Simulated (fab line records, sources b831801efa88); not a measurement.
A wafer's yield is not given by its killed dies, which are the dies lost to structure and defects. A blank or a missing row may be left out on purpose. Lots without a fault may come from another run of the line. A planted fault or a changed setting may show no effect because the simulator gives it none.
Chamber matching	flow sky130	SKY_VIA4_ETCH_12 on rie-diel-01: 4 sister chambers
The step etches SiO2 in C4F8/O2/Ar, stops on TiN, target depth 580 nm. 14 wafers are shown with their chamber, then 6 later ones without.

EACH WAFER AND ITS CHAMBER
wafer	chamber	oes-product-au (a.u.)
L447.3	3	0.926
L447.4	0	0.932
L447.5	0	0.919
L448.3	0	0.919
L448.4	1	0.932
L448.6	3	0.932
L450.1	2	0.933
L450.3	0	0.927
L450.6	1	0.931
L454.2	1	0.927
L454.4	2	0.928
L454.5	1	0.937
L458.2	3	0.928
L458.3	0	0.932

SIGNATURES (averages over the wafers above)
reading	chamber 0	chamber 1	chamber 2	chamber 3	scatter within a chamber
oes-product-au	0.92580	0.93175	0.93050	0.92867	0.00503
Rule: for a wafer and a chamber, the distance is found by dividing, reading by reading, the gap between the wafer's reading and the chamber's mean by the reading's scatter, squaring, summing and taking the root. If the next closest chamber is less than 2 further off than the closest, the wafer can't be placed; otherwise it belongs to the closest. The scatter is the square root of a quotient: the sum, over the shown wafers, of each reading's squared deviation from its chamber's mean, divided by wafers minus chambers.

WAFERS WITHOUT THEIR CHAMBER
wafer	oes-product-au (a.u.)
L458.4	0.921
L462.6	0.927
L463.2	0.930
L468.2	0.929
L468.4	0.932
L468.5	0.921

THE CHAMBER EACH PASSED THROUGH
wafer	from the rows above	in truth
L458.4	can't be placed: 0 or 3 or 2 or 1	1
L462.6	can't be placed: 0 or 3 or 2 or 1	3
L463.2	can't be placed: 2 or 3 or 1 or 0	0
L468.2	can't be placed: 3 or 2 or 1 or 0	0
L468.4	can't be placed: 1 or 2 or 3 or 0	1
L468.5	can't be placed: 0 or 3 or 2 or 1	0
Placed correctly: 0 of 6. From these rows, 6 cannot be placed; in 6 the true chamber is one of the candidates. Wrongly placed: 0.
